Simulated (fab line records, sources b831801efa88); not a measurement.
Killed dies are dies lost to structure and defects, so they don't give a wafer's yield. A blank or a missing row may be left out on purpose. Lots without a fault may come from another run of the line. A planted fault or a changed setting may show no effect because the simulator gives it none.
A struck lot beside a sound one | flow gf180mcu | 24 steps out of a route of 602
Sound: wafers L473.2, L473.4, L473.5. Struck: wafer L478.6. (L478.2, L478.5 of the same lot were not struck and are left out.) The cause comes at the end.
At each step with rows: each side's tool, then ch and its chambers, then its first start. Under that, the readings that differ: sound wafers | struck wafers | difference of the means | sigmas: that difference in standard deviations of wafers without a fault.
alike: readings whose means differ by less than 2 such deviations, and words and numbers that are the same on both sides. not compared: withheld readings, readings that some wafer has no value for, bounds like >300 that may hide the same value, and numbers for which the record gives no deviation and whose values overlap.
The two part at a step that has a row with sigmas, a row that says differs or no value, or rows on one side only. Numbers that don't overlap but have no deviation are shown without sigmas and don't part them. A reading that every wafer of one side lacks parts them only if that side has two wafers or more.

first, 4 steps without rows for these wafers: GF_TOP_METAL_SOFTBAKE_10 (time 60 s); GF_TOP_METAL_EXPOSE_11 (exposes mask MetalTop, target cd 440 nm); GF_TOP_METAL_PEB_12; GF_TOP_METAL_DEVELOP_13 (develop time 60 s).
GF_TOP_METAL_CD_MEAS_14: target cd 440 nm.
  sound on cd_sem-02, day 31 19:28; struck on cd_sem-02, day 33 00:07
  alike: cd_nm
GF_TOP_METAL_OVL_MEAS_15:
  sound on overlay-02, day 31 19:34; struck on overlay-02, day 33 00:13
  alike: TOP_METAL_OVL
GF_TOP_METAL_METAL_ETCH_16: etches the open film in Cl2/BCl3, stops on SiO2, target depth 1077.5 nm, time 179.6 s.
  sound on rie_metal-04 ch 0,1, day 31 19:36; struck on rie_metal-01 ch 1, day 33 00:15
  reading            | sound             | struck | difference | sigmas
  rf_fwd_power_W (W) | 796.8 791.6 794.4 | 799.9  | +5.6       | +2
  alike: bcl3_flow_sccm, chamber_pressure_mTorr, drypump_motor_current_A, oes_product_au, throttle_valve_pct
  not compared: rf_hours_counter_h
GF_TOP_METAL_STRIP_17: strips in O2/N2.
  sound on plasma_asher-03 ch 0,1, day 31 19:46; struck on plasma_asher-02 ch 0, day 33 00:25
  alike: chamber_pressure_mTorr, drypump_motor_current_A, heater_power_w, oes_product_au, strip_time_to_endpoint_s
  not compared: rf_hours_counter_h
then, 2 steps without rows for these wafers: GF_TOP_METAL_STRIP_18 (strips in post etch residue remover, time 1200 s); GF_TOP_METAL_CLEAN_19 (cleans in DIW).
GF_PASSIVATION_CVD_00: deposits SiO2 from TEOS, target thk 1000 nm, time 111.95 s.
  sound on pecvd-01 ch 0,1, day 31 20:19; struck on pecvd-01 ch 0, day 33 00:58
  alike: heater_power_w, rf_fwd_power_W
GF_PASSIVATION_THK_MEAS_01:
  sound on film_metro-04, day 31 20:24; struck on film_metro-03, day 33 01:03
  alike: PASSIVATION_CVD_00_THK
GF_PASSIVATION_CVD_02: deposits Si3N4, target thk 700 nm, time 486.18 s.
  sound on pecvd-04 ch 0,2, day 31 20:27; struck on pecvd-04 ch 1, day 33 01:06
  reading                                       | sound             | struck | difference | sigmas
  rf_fwd_power_W (W)                            | 447.9 448.1 448.0 | 450.9  | +2.9       | +2
  model.Si3N4_of_PASSIVATION_CVD_02.thk_nm (nm) | 692.5 699.7 702.7 | 742.7  | +44.4      |
  alike: heater_power_w
GF_PASSIVATION_THK_MEAS_03:
  sound on film_metro-02, day 31 20:44; struck on film_metro-03, day 33 01:27
  reading                     | sound       | struck | difference | sigmas
  PASSIVATION_CVD_02_THK (nm) | 693 700 703 | 742    | +43        | +6
then, 7 steps without rows for these wafers: GF_PASSIVATION_DEHYDRATE_04 (time 60 s); GF_PASSIVATION_HMDS_05 (prime time 60 s); GF_PASSIVATION_COAT_06 (resist thk 4000 nm); GF_PASSIVATION_SOFTBAKE_07; GF_PASSIVATION_EXPOSE_08 (exposes mask Pad, target cd 40000 nm); GF_PASSIVATION_PEB_09; GF_PASSIVATION_DEVELOP_10 (develop time 60 s).
GF_PASSIVATION_ETCH_11: etches the open film in CF4/O2, stops on TiN, target depth 1800 nm, time 400 s.
  sound on rie_diel-04 ch 0,1, day 32 11:53; struck on rie_diel-04 ch 1, day 33 17:20
  reading                                 | sound             | struck | difference | sigmas
  oes_product_au (a.u.)                   | 0.952 0.966 0.967 | 0.978  | +0.016     | +2
  model.etch.depth_nm (nm)                | 1683 1708 1708    | 1748   | +48        |
  model.PASSIVATION.feature_depth_nm (nm) | 1683 1708 1708    | 1748   | +48        |
  alike: cf4_flow_sccm, chamber_pressure_mTorr, drypump_motor_current_A, rf_fwd_power_W, throttle_valve_pct
  not compared: rf_hours_counter_h
GF_PASSIVATION_STRIP_12: strips in O2/N2.
  sound on plasma_asher-02 ch 0,1, day 32 12:08; struck on plasma_asher-04 ch 0, day 33 17:35
  alike: chamber_pressure_mTorr, drypump_motor_current_A, heater_power_w, oes_product_au, strip_time_to_endpoint_s
  not compared: rf_hours_counter_h
GF_PASSIVATION_PROBE_99:
  the record has rows for the sound wafers here (prober-01, day 32 13:54) and none for the struck ones

WHERE THEY PART
First at GF_TOP_METAL_METAL_ETCH_16; last, within this record, at GF_PASSIVATION_PROBE_99.

WHY: what the simulator had put in
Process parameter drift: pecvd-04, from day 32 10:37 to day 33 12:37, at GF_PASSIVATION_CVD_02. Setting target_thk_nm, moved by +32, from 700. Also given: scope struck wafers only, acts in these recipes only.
